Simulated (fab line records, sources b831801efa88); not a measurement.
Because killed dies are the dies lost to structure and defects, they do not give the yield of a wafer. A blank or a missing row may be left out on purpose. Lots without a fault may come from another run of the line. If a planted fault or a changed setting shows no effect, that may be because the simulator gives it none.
fab line records	flow gf180mcu
[record] lots = 24	wafers = 72	last_day = 34
route steps=602 shown HV_LDD@199 M1@315 M2@364 V2@398 V4@499 V5@556
lots that met no fault: from a run of the same line without faults
start_h: the number of hours between the record's first day and the start of the first shown wafer of the lot	wait_h: hours from the lot's prior step to this one	" unchanged from the row above	L1.1+2: a row that stands for several wafers	- either no value or no given start	* or withheld: withheld	< > ~ a bound
route shown NAME@n: names a module that has steps shown in the file, with the first one's number in the route	usual: average and standard deviation across the fault-free wafers	same: alike in all rows	chamber/n: place in a boat	sites: the reading at each site	_std_site: the standard deviation of these	_edge_site: mean of outer sites minus mean of inner sites	radius_mm: how far each site lies from the wafer's centre	mask NAME#n: copy n	behind: the tool/chamber that last shaped the wafer	hold: cause of the lot's hold/its duration in hours/its outcome	device: the n, p or np transistor that did not switch	end of line: the tests these same wafers got at the end of their route	a step without rows: its recipe alone	killed: dies that structure and defects cost at the first sort, which is not the same as the wafer's yield	map: shows each die of a wafer: x if killed, . if not, _ if none is there
set.NAME: setting as actually run; set.NAME@STEP: the setting as run at that earlier step	model.NAME: the simulator's own value behind a step, which no gauge read
one table for each step of the route and one row for each wafer, over a sample of lots
services: when a tool's chamber went out of use (start_h, in hours from the record's first day, below 0 if earlier), for how many hours, and the reason
[[steps]]
[step GF_HV_LDD_TW_MEAS_23]
[usual] HV_LDD_2_TW = 1052/12
lot.wafer	tool	chamber	start_h	wait_h	HV_LDD_2_TW
L074.1	film_metro-02	-	234.20	0.1	1071
L074.3	"	-	"	"	1066
L074.4	"	-	"	"	1065
L075.4	film_metro-04	-	238.34	0.1	1049
L075.5	"	-	"	"	1045
L075.6	"	-	"	"	1043
L076.2	film_metro-03	-	249.37	0.1	1047
L076.3	"	-	"	"	1053
L076.4	"	-	"	"	1058
L077.1	film_metro-04	-	257.50	0.1	1036
L077.2	"	-	"	"	1037
L077.6	"	-	"	"	1042
L078.1	film_metro-04	-	264.06	0.1	1041
L078.3	"	-	"	"	1031
L078.5	"	-	"	"	1033
L079.1	film_metro-04	-	271.43	0.1	1036
L079.3	"	-	"	"	1035
L079.6	"	-	"	"	1037
L080.2	film_metro-02	-	281.51	0.1	1055
L080.4	"	-	"	"	1061
L080.5	"	-	"	"	1062
L081.4	film_metro-03	-	283.40	0.1	1049
L081.5	"	-	"	"	1055
L081.6	"	-	"	"	1053
L082.3	film_metro-02	-	299.08	0.1	1063
L082.5	"	-	"	"	1064
L082.6	"	-	"	"	1061
L083.1	film_metro-04	-	305.11	0.1	1034
L083.5	"	-	"	"	1037
L083.6	"	-	"	"	1037
L084.1	film_metro-04	-	315.16	0.1	1040
L084.3	"	-	"	"	1045
L084.4	"	-	"	"	1044
L085.1	film_metro-02	-	323.11	0.1	1065
L085.3	"	-	"	"	1069
L085.6	"	-	"	"	1067
L086.4	film_metro-02	-	332.86	0.1	1072
L086.5	"	-	"	"	1065
L086.6	"	-	"	"	1071
L087.1	film_metro-02	-	342.88	0.1	1076
L087.2	"	-	"	"	1067
L087.4	"	-	"	"	1070
L088.1	film_metro-02	-	343.15	0.1	1073
L088.5	"	-	"	"	1072
L088.6	"	-	"	"	1073
L089.1	film_metro-04	-	354.43	0.1	1037
L089.4	"	-	"	"	1027
L089.5	"	-	"	"	1031
L090.1	film_metro-03	-	363.21	0.1	1054
L090.2	"	-	"	"	1057
L090.4	"	-	"	"	1052
L091.3	film_metro-04	-	364.40	0.1	1051
L091.5	"	-	"	"	1042
L091.6	"	-	"	"	1049
L092.2	film_metro-03	-	376.26	0.1	1055
L092.4	"	-	"	"	1057
L092.5	"	-	"	"	1058
L093.1	film_metro-03	-	390.33	0.1	1056
L093.2	"	-	"	"	1054
L093.4	"	-	"	"	1049
L094.1	film_metro-03	-	390.63	0.1	1046
L094.4	"	-	"	"	1053
L094.5	"	-	"	"	1052
L095.2	film_metro-04	-	399.99	0.1	1046
L095.5	"	-	"	"	1048
L095.6	"	-	"	"	1046
L096.3	film_metro-02	-	407.25	0.1	1062
L096.4	"	-	"	"	1074
L096.5	"	-	"	"	1064
L097.1	film_metro-04	-	415.16	0.1	1037
L097.2	"	-	"	"	1040
L097.3	"	-	"	"	1050
[step GF_M1_SPUTTER_00]
[recipe] material = Ti	target_thk_nm = 37.5	arriving_ion_energy_ev = 80	substrate_temp_c = 200	chamber_pressure_pa = 2	power_w = 4000	time_s = 150
[usual] throttle_valve_pct = 30.6/0.92
lot.wafer	tool	chamber	start_h	wait_h	throttle_valve_pct
L074.1	pvd_sputter-01	-	359.30	0.1	30.5
L074.3	"	-	"	"	29.1
L074.4	"	-	"	"	30.2
L075.4	pvd_sputter-04	-	363.45	0.1	30.5
L075.5	"	-	"	"	30.3
L075.6	"	-	"	"	30.3
L076.2	pvd_sputter-02	-	374.01	0.2	31.4
L076.3	"	-	"	"	29.2
L076.4	"	-	"	"	30.8
L077.1	pvd_sputter-02	-	385.55	0.2	29.0
L077.2	"	-	"	"	31.2
L077.6	"	-	"	"	30.7
L078.1	pvd_sputter-04	-	393.34	0.1	30.4
L078.3	"	-	"	"	30.0
L078.5	"	-	"	"	31.0
L079.1	pvd_sputter-01	-	403.34	0.1	30.2
L079.3	"	-	"	"	30.3
L079.6	"	-	"	"	29.1
L080.2	pvd_sputter-04	-	414.34	0.2	30.6
L080.4	"	-	"	"	30.4
L080.5	"	-	"	"	30.2
L081.4	pvd_sputter-02	-	420.15	0.2	28.8
L081.5	"	-	"	"	32.9
L081.6	"	-	"	"	30.5
L082.3	pvd_sputter-02	-	435.92	0.1	32.9
L082.5	"	-	"	"	32.9
L082.6	"	-	"	"	29.3
L083.1	pvd_sputter-02	-	447.43	0.2	29.2
L083.5	"	-	"	"	31.2
L083.6	"	-	"	"	29.1
L084.1	pvd_sputter-04	-	458.88	0.1	30.9
L084.3	"	-	"	"	30.7
L084.4	"	-	"	"	30.0
L085.1	pvd_sputter-02	-	467.20	0.1	30.8
L085.3	"	-	"	"	32.9
L085.6	"	-	"	"	32.9
L086.4	pvd_sputter-04	-	475.67	0.1	30.5
L086.5	"	-	"	"	30.6
L086.6	"	-	"	"	30.3
L087.1	pvd_sputter-02	-	489.34	0.1	31.2
L087.2	"	-	"	"	32.8
L087.4	"	-	"	"	29.0
L088.1	pvd_sputter-04	-	492.31	0.1	30.9
L088.5	"	-	"	"	30.5
L088.6	"	-	"	"	30.3
L089.1	pvd_sputter-04	-	503.32	0.2	30.4
L089.4	"	-	"	"	30.9
L089.5	"	-	"	"	30.4
L090.1	pvd_sputter-04	-	510.41	0.1	30.5
L090.2	"	-	"	"	30.5
L090.4	"	-	"	"	30.6
L091.3	pvd_sputter-01	-	514.84	0.2	30.4
L091.5	"	-	"	"	30.3
L091.6	"	-	"	"	30.2
L092.2	pvd_sputter-01	-	525.25	0.1	29.3
L092.4	"	-	"	"	30.5
L092.5	"	-	"	"	30.0
L093.1	pvd_sputter-04	-	540.02	0.2	30.2
L093.2	"	-	"	"	30.4
L093.4	"	-	"	"	30.1
L094.1	pvd_sputter-04	-	541.17	0.1	30.6
L094.4	"	-	"	"	30.4
L094.5	"	-	"	"	30.7
L095.2	pvd_sputter-01	-	552.23	0.1	30.0
L095.5	"	-	"	"	30.1
L095.6	"	-	"	"	30.3
L096.3	pvd_sputter-04	-	556.01	0.2	30.8
L096.4	"	-	"	"	29.8
L096.5	"	-	"	"	30.3
L097.1	pvd_sputter-02	-	564.41	0.1	32.9
L097.2	"	-	"	"	29.1
L097.3	"	-	"	"	31.3
[step GF_M2_SPUTTER_02]
[recipe] material = AlCu	target_thk_nm = 450	power_w = 10600	time_s = 23.9	chamber_pressure_pa = 0.4
[usual] throttle_valve_pct = 30.3/0.68
lot.wafer	tool	chamber	start_h	wait_h	throttle_valve_pct
L074.1	pvd_sputter-03	-	406.75	0.0	31.3
L074.3	"	-	"	"	28.8
L074.4	"	-	"	"	30.7
L075.4	pvd_sputter-04	-	411.78	0.0	30.0
L075.5	"	-	"	"	30.7
L075.6	"	-	"	"	30.6
L076.2	pvd_sputter-04	-	424.05	0.0	30.3
L076.3	"	-	"	"	30.6
L076.4	"	-	"	"	30.2
L077.1	pvd_sputter-04	-	435.75	0.0	30.0
L077.2	"	-	"	"	30.3
L077.6	"	-	"	"	30.4
L078.1	pvd_sputter-03	-	444.79	0.0	30.3
L078.3	"	-	"	"	28.8
L078.5	"	-	"	"	30.3
L079.1	pvd_sputter-01	-	454.64	0.0	30.1
L079.3	"	-	"	"	30.5
L079.6	"	-	"	"	30.5
L080.2	pvd_sputter-04	-	466.73	0.0	30.8
L080.4	"	-	"	"	30.3
L080.5	"	-	"	"	30.2
L081.4	pvd_sputter-03	-	472.76	0.0	30.4
L081.5	"	-	"	"	31.0
L081.6	"	-	"	"	28.9
L082.3	pvd_sputter-01	-	487.78	0.0	30.6
L082.5	"	-	"	"	30.4
L082.6	"	-	"	"	29.3
L083.1	pvd_sputter-01	-	498.69	0.0	29.9
L083.5	"	-	"	"	29.1
L083.6	"	-	"	"	30.5
L084.1	pvd_sputter-03	-	509.30	0.0	30.0
L084.3	"	-	"	"	28.8
L084.4	"	-	"	"	31.0
L085.1	pvd_sputter-01	-	518.35	0.0	28.9
L085.3	"	-	"	"	30.7
L085.6	"	-	"	"	29.1
L086.4	pvd_sputter-01	-	526.29	0.0	29.0
L086.5	"	-	"	"	30.5
L086.6	"	-	"	"	30.3
L087.1	pvd_sputter-03	-	538.40	0.0	31.4
L087.2	"	-	"	"	30.4
L087.4	"	-	"	"	28.8
L088.1	pvd_sputter-03	-	541.90	0.0	30.6
L088.5	"	-	"	"	31.2
L088.6	"	-	"	"	30.2
L089.1	pvd_sputter-04	-	552.19	0.0	30.8
L089.4	"	-	"	"	30.7
L089.5	"	-	"	"	30.7
L090.1	pvd_sputter-03	-	557.95	0.0	28.6
L090.2	"	-	"	"	31.1
L090.4	"	-	"	"	30.2
L091.3	pvd_sputter-04	-	562.81	0.0	30.8
L091.5	"	-	"	"	30.6
L091.6	"	-	"	"	30.9
L092.2	pvd_sputter-04	-	576.80	0.0	30.2
L092.4	"	-	"	"	30.7
L092.5	"	-	"	"	30.4
L093.1	pvd_sputter-04	-	586.69	0.0	30.3
L093.2	"	-	"	"	30.6
L093.4	"	-	"	"	30.3
L094.1	pvd_sputter-04	-	587.72	0.0	30.4
L094.4	"	-	"	"	30.7
L094.5	"	-	"	"	30.5
L095.2	pvd_sputter-03	-	600.52	0.0	29.0
L095.5	"	-	"	"	29.1
L095.6	"	-	"	"	31.0
L096.3	pvd_sputter-04	-	602.93	0.0	30.7
L096.4	"	-	"	"	29.9
L096.5	"	-	"	"	30.4
L097.1	pvd_sputter-03	-	609.89	0.0	30.4
L097.2	"	-	"	"	30.9
L097.3	"	-	"	"	29.0
[step GF_V2_ETCH_16]
[recipe] chemistry = N2/H2	target_depth_a = withheld	overetch_a = withheld	time_s = withheld	target = BARC	ion_energy_ev = 200	source_w = 500	bias_w = 100	pressure_mtorr = 30	n2_flow_sccm = 100	h2_flow_sccm = 200
[usual] drypump_motor_current_A = 5.6/0.61	oes_product_au = 0.855/0.0045	throttle_valve_pct = 13.226/0.0089
lot.wafer	tool	chamber	start_h	wait_h	drypump_motor_current_A	oes_product_au	throttle_valve_pct
L074.1	rie_diel-03	2	456.74	0.0	4.8	0.854	13.224
L074.3	"	3	"	"	5.9	0.859	13.226
L074.4	"	1	"	"	4.9	0.856	13.218
L075.4	rie_diel-04	2	460.59	0.0	5.9	0.853	13.249
L075.5	"	1	"	"	5.9	0.854	13.219
L075.6	"	0	"	"	6.0	0.851	13.222
L076.2	rie_diel-01	3	473.87	0.0	5.6	0.856	13.227
L076.3	"	0	"	"	6.7	0.857	13.238
L076.4	"	3	"	"	5.6	0.853	13.222
L077.1	rie_diel-04	0	485.52	0.0	6.0	0.860	13.226
L077.2	"	1	"	"	5.8	0.857	13.209
L077.6	"	0	"	"	6.0	0.860	13.238
L078.1	rie_diel-04	3	494.47	0.0	5.1	0.852	13.234
L078.3	"	1	"	"	5.8	0.858	13.221
L078.5	"	3	"	"	5.1	0.848	13.220
L079.1	rie_diel-03	3	503.74	0.0	5.9	0.855	13.222
L079.3	"	1	"	"	4.9	0.851	13.229
L079.6	"	1	"	"	4.9	0.854	13.241
L080.2	rie_diel-04	0	515.77	0.0	5.9	0.855	13.236
L080.4	"	2	"	"	5.8	0.861	13.217
L080.5	"	1	"	"	5.8	0.858	13.235
L081.4	rie_diel-04	3	520.97	0.0	5.1	0.857	13.229
L081.5	"	2	"	"	5.8	0.850	13.238
L081.6	"	3	"	"	5.1	0.862	13.240
L082.3	rie_diel-03	2	536.27	0.0	4.8	0.858	13.224
L082.5	"	1	"	"	4.9	0.856	13.228
L082.6	"	3	"	"	5.9	0.849	13.226
L083.1	rie_diel-01	3	545.96	0.0	5.6	0.857	13.229
L083.5	"	3	"	"	5.6	0.858	13.250
L083.6	"	0	"	"	6.7	0.853	13.218
L084.1	rie_diel-03	3	555.99	0.0	5.9	0.855	13.225
L084.3	"	0	"	"	5.9	0.854	13.226
L084.4	"	2	"	"	4.8	0.857	13.228
L085.1	rie_diel-03	2	565.17	0.0	4.9	0.862	13.226
L085.3	"	0	"	"	5.9	0.855	13.211
L085.6	"	0	"	"	5.9	0.853	13.223
L086.4	rie_diel-01	2	572.34	0.0	6.5	0.857	13.228
L086.5	"	0	"	"	6.7	0.855	13.247
L086.6	"	3	"	"	5.7	0.857	13.217
L087.1	rie_diel-03	0	582.92	0.0	5.9	0.856	13.236
L087.2	"	2	"	"	4.9	0.858	13.210
L087.4	"	1	"	"	4.9	0.858	13.226
L088.1	rie_diel-01	0	586.71	0.0	6.7	0.855	13.226
L088.5	"	3	"	"	5.6	0.850	13.210
L088.6	"	0	"	"	6.7	0.854	13.224
L089.1	rie_diel-01	3	598.84	0.0	5.6	0.855	13.238
L089.4	"	1	"	"	4.9	0.856	13.232
L089.5	"	1	"	"	4.9	0.857	13.225
L090.1	rie_diel-01	1	601.92	0.0	4.9	0.865	13.228
L090.2	"	0	"	"	6.7	0.867	13.239
L090.4	"	3	"	"	5.6	0.856	13.235
L091.3	rie_diel-03	1	607.04	0.0	4.9	0.857	13.232
L091.5	"	2	"	"	4.9	0.853	13.214
L091.6	"	3	"	"	5.9	0.859	13.227
L092.2	rie_diel-03	2	618.84	0.0	4.9	0.858	13.232
L092.4	"	3	"	"	5.9	0.860	13.250
L092.5	"	1	"	"	4.9	0.849	13.234
L094.1	rie_diel-04	1	629.64	0.0	5.8	0.846	13.223
L094.4	"	1	"	"	5.9	0.848	13.220
L094.5	"	3	"	"	5.1	0.851	13.216
L093.1	rie_diel-03	0	630.02	0.0	5.9	0.848	13.218
L093.2	"	2	"	"	4.8	0.859	13.219
L093.4	"	3	"	"	5.9	0.852	13.232
L095.2	rie_diel-04	1	642.61	0.0	5.8	0.854	13.224
L095.5	"	3	"	"	5.1	0.855	13.224
L095.6	"	2	"	"	5.8	0.854	13.217
L096.3	rie_diel-01	2	645.19	0.0	6.5	0.844	13.245
L096.4	"	2	"	"	6.6	0.855	13.237
L096.5	"	1	"	"	4.9	0.855	13.234
L097.1	rie_diel-04	3	650.31	0.0	5.1	0.849	13.232
L097.2	"	0	"	"	6.0	0.863	13.214
L097.3	"	2	"	"	5.8	0.855	13.223
[step GF_V4_CVD_23]
[recipe] material = W	target_thk_nm = 350	time_s = 104.9	temp_c = 400	pressure_torr = 40
[usual] heater_power_w = 918/67
lot.wafer	tool	chamber	start_h	wait_h	heater_power_w
L074.1	cvd_w-02	0	555.80	0.0	880
L074.3	"	0	"	"	897
L074.4	"	0	"	"	883
L075.4	cvd_w-01	1	560.16	0.1	1008
L075.5	"	0	"	"	865
L075.6	"	1	"	"	1009
L076.2	cvd_w-02	1	571.99	0.0	868
L076.3	"	0	"	"	880
L076.4	"	1	"	"	880
L077.1	cvd_w-01	1	581.91	0.0	1021
L077.2	"	0	"	"	892
L077.6	"	0	"	"	878
L078.1	cvd_w-02	0	589.93	0.0	879
L078.3	"	1	"	"	874
L078.5	"	0	"	"	876
L079.1	cvd_w-02	1	599.91	0.1	863
L079.3	"	1	"	"	863
L079.6	"	1	"	"	907
L080.2	cvd_w-01	0	608.92	0.0	867
L080.4	"	1	"	"	1006
L080.5	"	0	"	"	884
L081.4	cvd_w-02	0	613.45	0.1	876
L081.5	"	1	"	"	878
L081.6	"	0	"	"	881
L082.3	cvd_w-01	0	628.15	0.1	869
L082.5	"	0	"	"	862
L082.6	"	1	"	"	1037
L083.1	cvd_w-02	0	638.35	0.0	883
L083.5	"	0	"	"	890
L083.6	"	1	"	"	879
L084.1	cvd_w-01	0	647.22	0.0	859
L084.3	"	0	"	"	854
L084.4	"	1	"	"	1018
L085.1	cvd_w-01	0	653.96	0.0	890
L085.3	"	0	"	"	862
L085.6	"	0	"	"	860
L086.4	cvd_w-01	0	662.53	0.1	887
L086.5	"	0	"	"	844
L086.6	"	1	"	"	1031
L087.1	cvd_w-02	0	670.96	0.0	877
L087.2	"	1	"	"	891
L087.4	"	1	"	"	897
L088.1	cvd_w-02	0	674.92	0.0	878
L088.5	"	0	"	"	885
L088.6	"	1	"	"	873
L089.1	cvd_w-02	0	683.95	0.0	850
L089.4	"	0	"	"	905
L089.5	"	1	"	"	878
L090.1	cvd_w-01	0	687.35	0.0	866
L090.2	"	1	"	"	1027
L090.4	"	0	"	"	867
L091.3	cvd_w-01	1	693.81	0.1	1003
L091.5	"	0	"	"	861
L091.6	"	1	"	"	1042
L092.2	cvd_w-02	0	703.28	0.0	914
L092.4	"	1	"	"	922
L092.5	"	0	"	"	873
L093.1	cvd_w-01	0	712.82	0.0	886
L093.2	"	1	"	"	1023
L093.4	"	0	"	"	880
L094.1	cvd_w-01	1	714.11	0.0	1046
L094.4	"	0	"	"	855
L094.5	"	1	"	"	1040
L095.2	cvd_w-01	1	723.32	0.0	1015
L095.5	"	0	"	"	849
L095.6	"	1	"	"	1028
L096.3	cvd_w-02	0	727.47	0.1	886
L096.4	"	1	"	"	900
L096.5	"	1	"	"	884
L097.1	cvd_w-01	1	731.68	0.0	1053
L097.2	"	0	"	"	888
L097.3	"	0	"	"	867
[step GF_V5_ETCH_16]
[recipe] chemistry = N2/H2	target_depth_a = withheld	overetch_a = withheld	time_s = withheld	target = BARC	ion_energy_ev = 200	source_w = 500	bias_w = 100	pressure_mtorr = 30	n2_flow_sccm = 100	h2_flow_sccm = 200
[usual] drypump_motor_current_A = 5.7/0.48	oes_product_au = 0.854/0.0049	throttle_valve_pct = 13.224/0.0089
lot.wafer	tool	chamber	start_h	wait_h	drypump_motor_current_A	oes_product_au	throttle_valve_pct
L074.1	rie_diel-01	3	623.12	0.0	5.7	0.852	13.235
L074.3	"	1	"	"	4.9	0.859	13.220
L074.4	"	3	"	"	5.7	0.855	13.224
L075.4	rie_diel-04	3	626.28	0.0	5.1	0.856	13.223
L075.5	"	1	"	"	5.8	0.850	13.230
L075.6	"	2	"	"	5.8	0.846	13.232
L076.2	rie_diel-03	3	641.01	0.0	5.9	0.863	13.232
L076.3	"	0	"	"	5.9	0.842	13.237
L076.4	"	1	"	"	4.9	0.862	13.208
L077.1	rie_diel-01	0	646.81	0.0	6.7	0.849	13.222
L077.2	"	1	"	"	4.9	0.850	13.221
L077.6	"	1	"	"	4.9	0.850	13.231
L078.1	rie_diel-04	3	653.92	0.0	5.1	0.857	13.239
L078.3	"	1	"	"	5.8	0.843	13.222
L078.5	"	0	"	"	6.0	0.852	13.206
L079.1	rie_diel-03	3	662.81	0.0	5.9	0.853	13.206
L079.3	"	1	"	"	4.9	0.844	13.229
L079.6	"	0	"	"	5.9	0.862	13.207
L080.2	rie_diel-04	0	671.11	0.0	6.0	0.855	13.219
L080.4	"	0	"	"	6.0	0.858	13.222
L080.5	"	1	"	"	5.8	0.858	13.224
L081.4	rie_diel-04	1	677.12	0.0	5.9	0.867	13.201
L081.5	"	2	"	"	5.8	0.847	13.221
L081.6	"	0	"	"	6.0	0.844	13.228
L082.3	rie_diel-04	1	688.65	0.0	5.8	0.856	13.222
L082.5	"	2	"	"	5.8	0.858	13.209
L082.6	"	1	"	"	5.8	0.854	13.225
L083.1	rie_diel-04	1	697.15	0.0	5.8	0.852	13.229
L083.5	"	3	"	"	5.1	0.854	13.234
L083.6	"	0	"	"	6.0	0.856	13.236
L084.1	rie_diel-04	3	705.76	0.0	5.1	0.851	13.224
L084.3	"	1	"	"	5.8	0.853	13.232
L084.4	"	0	"	"	6.0	0.855	13.236
L085.1	rie_diel-01	1	713.66	0.0	4.9	0.849	13.236
L085.3	"	0	"	"	6.7	0.851	13.232
L085.6	"	2	"	"	6.5	0.856	13.224
L086.4	rie_diel-04	0	721.30	0.0	6.0	0.856	13.223
L086.5	"	3	"	"	5.0	0.842	13.237
L086.6	"	2	"	"	5.8	0.851	13.216
L087.1	rie_diel-04	1	727.92	0.0	5.8	0.852	13.219
L087.2	"	2	"	"	5.8	0.861	13.227
L087.4	"	3	"	"	5.1	0.861	13.219
L088.1	rie_diel-04	1	732.30	0.0	5.9	0.860	13.234
L088.5	"	0	"	"	6.0	0.855	13.219
L088.6	"	3	"	"	5.1	0.852	13.231
L089.1	rie_diel-04	2	740.00	0.0	5.8	0.859	13.235
L089.4	"	0	"	"	6.0	0.858	13.216
L089.5	"	2	"	"	5.8	0.856	13.233
L090.1	rie_diel-04	2	743.55	0.0	5.8	0.856	13.220
L090.2	"	1	"	"	5.8	0.857	13.208
L090.4	"	3	"	"	5.1	0.855	13.223
L091.3	rie_diel-03	0	749.50	0.0	5.9	0.854	13.226
L091.5	"	3	"	"	5.9	0.853	13.212
L091.6	"	2	"	"	4.9	0.846	13.231
L092.2	rie_diel-04	2	757.40	0.0	5.8	0.854	13.208
L092.4	"	3	"	"	5.1	0.854	13.224
L092.5	"	1	"	"	5.8	0.855	13.208
L093.1	rie_diel-03	0	766.90	0.0	5.9	0.848	13.214
L093.2	"	2	"	"	4.8	0.849	13.233
L093.4	"	2	"	"	4.8	0.853	13.212
L094.1	rie_diel-04	1	767.85	0.0	5.9	0.861	13.220
L094.4	"	3	"	"	5.1	0.857	13.220
L094.5	"	1	"	"	5.8	0.859	13.206
L095.2	rie_diel-03	2	776.12	0.0	4.9	0.851	13.240
L095.5	"	2	"	"	4.8	0.853	13.223
L095.6	"	0	"	"	5.9	0.851	13.225
L096.3	rie_diel-03	0	780.30	0.0	5.9	0.852	13.224
L096.4	"	0	"	"	5.9	0.856	13.237
L096.5	"	2	"	"	4.8	0.851	13.232
L097.1	rie_diel-04	0	783.55	0.0	6.0	0.860	13.229
L097.2	"	3	"	"	5.1	0.855	13.218
L097.3	"	2	"	"	5.8	0.853	13.235
[[services]]
tool	chamber	start_h	hours	kind
rie_diel-03	3	341.95	15.4	repair
rie_diel-04	-	358.34	14.6	pm
cvd_w-01	-	366.53	2.8	pm
cvd_w-01	-	369.49	1.1	repair
rie_diel-03	-	371.53	0.9	repair
rie_diel-04	1	378.72	4.8	repair
cvd_w-01	-	390.00	14.0	pm
cvd_w-01	-	422.65	14.6	pm
cvd_w-01	-	456.91	4.3	pm
rie_diel-03	3	467.44	21.4	repair
rie_diel-04	-	474.31	0.9	repair
rie_diel-04	-	504.73	0.1	repair
cvd_w-01	-	518.24	0.5	repair
rie_diel-03	0	535.11	4.9	repair
rie_diel-03	3	577.85	7.4	repair
rie_diel-04	0	605.42	8.9	repair
rie_diel-04	0	623.94	10.4	repair
rie_diel-04	3	654.59	24.2	repair
rie_diel-03	-	722.11	4.0	pm
pvd_sputter-04	-	728.15	2.5	repair
rie_diel-03	-	733.40	14.6	pm
rie_diel-04	1	734.99	6.1	repair
rie_diel-03	1	754.36	45.0	repair
pvd_sputter-04	-	769.58	4.9	repair
[[key]]
fault none
